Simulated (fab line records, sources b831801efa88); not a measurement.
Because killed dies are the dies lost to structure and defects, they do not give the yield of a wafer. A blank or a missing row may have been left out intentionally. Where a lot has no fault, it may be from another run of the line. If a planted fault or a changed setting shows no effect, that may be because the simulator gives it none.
The same fault as seen by 2 desks    flow gf180mcu    each desk holds nothing but its own numbers, with what lay behind them at the end

## DESK OF THE TOOL OWNER: pvd sputter-03
The tool's own readings at GF_M4_SPUTTER_01 (material TiN, target thk 30 nm, time 25 s): means of the sampled wafers that have a number, for each lot that ran on this tool. Marked OUT: a lot whose mean sits more than 4 standard deviations from the usual mean, which makes it out of limits; the brackets give that distance.
Columns: A = throttle valve pct at GF_M4_SPUTTER_01, usual 30.0 %
lot   first seen here  A
L507  day 23 17:01     29.5
L511  day 24 15:46     29.6
L512  day 25 03:41     29.6
Finding of this desk: none of the 3 lots has anything out of limits.

## FROM THE METROLOGY DESK
What the gauges read, lot by lot, whatever tool the lot ran on: means of the sampled wafers that have a number. Marked OUT: a lot whose mean sits more than 4 standard deviations from the usual mean, which makes it out of limits; the brackets give that distance.
Columns: A = V3_W_RS at GF_V3_RS_MEAS_24, usual 0.330 ohm/sq; B = V3_W_THK at GF_V3_THK_MEAS_25, usual 334 nm
lot   first seen here  A      B
L507  day 23 16:28     0.333  327
L511  day 24 15:13     0.328  340
L512  day 25 03:06     0.328  334
L524  day 28 23:40     0.326  340
L526  day 29 09:25     0.329  331
L528  day 29 15:29     0.332  332
Finding of this desk: none of the 6 lots has anything out of limits.

## PUT TOGETHER
Nothing out of limits was seen by the tool owner's desk.
At the metrology desk, nothing out of limits was observed.

## WHAT THE SIMULATOR PUT IN
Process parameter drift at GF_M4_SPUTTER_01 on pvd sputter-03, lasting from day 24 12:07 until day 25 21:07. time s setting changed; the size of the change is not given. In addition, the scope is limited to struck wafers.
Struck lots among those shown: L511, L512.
